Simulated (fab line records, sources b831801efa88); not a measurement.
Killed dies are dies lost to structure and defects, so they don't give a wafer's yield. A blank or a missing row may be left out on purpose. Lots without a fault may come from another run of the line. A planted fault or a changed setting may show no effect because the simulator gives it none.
Which tool did it? | flow sky130 | 13 lots, 39 wafers sampled, at 4 steps of a route of 708

WHAT THE GAUGES READ, wafer by wafer
SKY_PASSIVATION_THK_MEAS_03. Usual: PASSIVATION_CVD_02_THK 542 nm, standard deviation 7.6.
lot  | measured     | on            | PASSIVATION_CVD_02_THK (nm) | flag
L122 | day 43 10:59 | film_metro-01 | 539 546 550                 |
L124 | day 44 10:45 | film_metro-03 | 539 537 540                 |
L126 | day 44 20:23 | film_metro-01 | 540 543 550                 |
L127 | day 45 08:43 | film_metro-01 | 529 529 542                 |
L128 | day 45 20:48 | film_metro-01 | 537 543 541                 |
L129 | day 45 21:24 | film_metro-01 | 538 538 549                 |
L130 | day 45 23:06 | film_metro-03 | 528 542 535                 |
L131 | day 46 17:35 | film_metro-04 | 542 543 540                 |
L133 | day 47 03:47 | film_metro-04 | 551 541 537                 |
L135 | day 47 08:14 | film_metro-01 | 549 552 546                 |
L141 | day 48 13:32 | film_metro-01 | 532 539 545                 |
L142 | day 48 20:03 | film_metro-04 | 542 532 541                 |
L143 | day 49 02:17 | film_metro-03 | 539 548 548                 |

WHICH TOOL RAN EACH LOT (tool, then ch and the chambers of the sampled wafers, then the start)
lot  | SKY_METAL1_STRIP_21             | SKY_METAL4_SPUTTER_01        | SKY_METAL5_SPUTTER_00
L122 | wet_bench-03 ch 0, day 32 00:44 | pvd_sputter-02, day 39 06:13 | pvd_sputter-03, day 42 10:20
L124 | wet_bench-02 ch 1, day 33 08:28 | pvd_sputter-03, day 40 07:41 | pvd_sputter-01, day 43 10:42
L126 | wet_bench-02 ch 2, day 33 17:52 | pvd_sputter-03, day 40 17:43 | pvd_sputter-02, day 43 20:28
L127 | wet_bench-03 ch 1, day 34 09:43 | pvd_sputter-04, day 41 07:52 | pvd_sputter-02, day 44 09:19
L128 | wet_bench-02 ch 3, day 35 01:11 | pvd_sputter-04, day 41 22:10 | pvd_sputter-03, day 44 22:26
L129 | wet_bench-02 ch 1, day 35 02:59 | pvd_sputter-02, day 42 00:55 | pvd_sputter-03, day 44 23:29
L130 | wet_bench-03 ch 3, day 35 05:34 | pvd_sputter-04, day 42 02:16 | pvd_sputter-01, day 45 01:17
L131 | wet_bench-01 ch 3, day 36 08:13 | pvd_sputter-03, day 43 00:57 | pvd_sputter-01, day 45 22:37
L133 | wet_bench-03 ch 1, day 36 15:34 | pvd_sputter-04, day 43 06:19 | pvd_sputter-02, day 46 08:40
L135 | wet_bench-02 ch 3, day 37 00:31 | pvd_sputter-02, day 43 12:22 | pvd_sputter-02, day 46 11:05
L141 | wet_bench-02 ch 1, day 38 20:34 | pvd_sputter-03, day 45 02:25 | pvd_sputter-03, day 47 17:12
L142 | wet_bench-02 ch 2, day 39 01:55 | pvd_sputter-02, day 45 07:16 | pvd_sputter-02, day 47 23:40
L143 | wet_bench-02 ch 0, day 39 08:41 | pvd_sputter-02, day 45 13:26 | pvd_sputter-03, day 48 06:04
- SKY_METAL1_STRIP_21: strips in post etch residue remover, time 1200 s.
- SKY_METAL4_SPUTTER_01: material TiN, target thk 20 nm, time 16.7 s.
- SKY_METAL5_SPUTTER_00: material Ti, target thk 15 nm, time 10 s.

WHAT THE TOOLS THEMSELVES READ (means of the sampled wafers that have a number; where no wafer has one, the mark that the record gives instead)
SKY_METAL4_SPUTTER_01. Usual: throttle_valve_pct 29.8 %, standard deviation 1.2.
lot  | tool           | throttle_valve_pct (%) | flag
L122 | pvd_sputter-02 | 30.1                   |
L124 | pvd_sputter-03 | 29.0                   |
L126 | pvd_sputter-03 | 30.4                   |
L127 | pvd_sputter-04 | 29.6                   |
L128 | pvd_sputter-04 | 29.6                   |
L129 | pvd_sputter-02 | 30.7                   |
L130 | pvd_sputter-04 | 29.4                   |
L131 | pvd_sputter-03 | 28.8                   |
L133 | pvd_sputter-04 | 29.5                   |
L135 | pvd_sputter-02 | 30.0                   |
L141 | pvd_sputter-03 | 30.9                   |
L142 | pvd_sputter-02 | 29.9                   |
L143 | pvd_sputter-02 | 30.0                   |

SKY_METAL5_SPUTTER_00. Usual: throttle_valve_pct 30.1 %, standard deviation 1.3.
lot  | tool           | throttle_valve_pct (%) | flag
L122 | pvd_sputter-03 | 30.7                   |
L124 | pvd_sputter-01 | 30.3                   |
L126 | pvd_sputter-02 | 30.3                   |
L127 | pvd_sputter-02 | 30.2                   |
L128 | pvd_sputter-03 | 27.5                   |
L129 | pvd_sputter-03 | 30.1                   |
L130 | pvd_sputter-01 | 30.6                   |
L131 | pvd_sputter-01 | 30.8                   |
L133 | pvd_sputter-02 | 30.1                   |
L135 | pvd_sputter-02 | 30.3                   |
L141 | pvd_sputter-03 | 30.2                   |
L142 | pvd_sputter-02 | 30.6                   |
L143 | pvd_sputter-03 | 29.4                   |

THE ANSWER, worked out from the rows above alone
Rule: a lot is off if the mean of its wafers that have a number lies more than 3 standard deviations from the usual mean. A lot without any number at a reading at which 4 lots or more have one is off too. The other lots that the step has rows for count as sound. The gauges are gone through in route order, then the tools' own readings, and for those a lot's mean is taken as printed above. The first step at which some lot is off is used, and at that step the reading that is off furthest; a lot without a number counts as furthest.
No lot is off at any reading shown: from this, nothing can be told.

WHAT THE SIMULATOR HAD PUT IN
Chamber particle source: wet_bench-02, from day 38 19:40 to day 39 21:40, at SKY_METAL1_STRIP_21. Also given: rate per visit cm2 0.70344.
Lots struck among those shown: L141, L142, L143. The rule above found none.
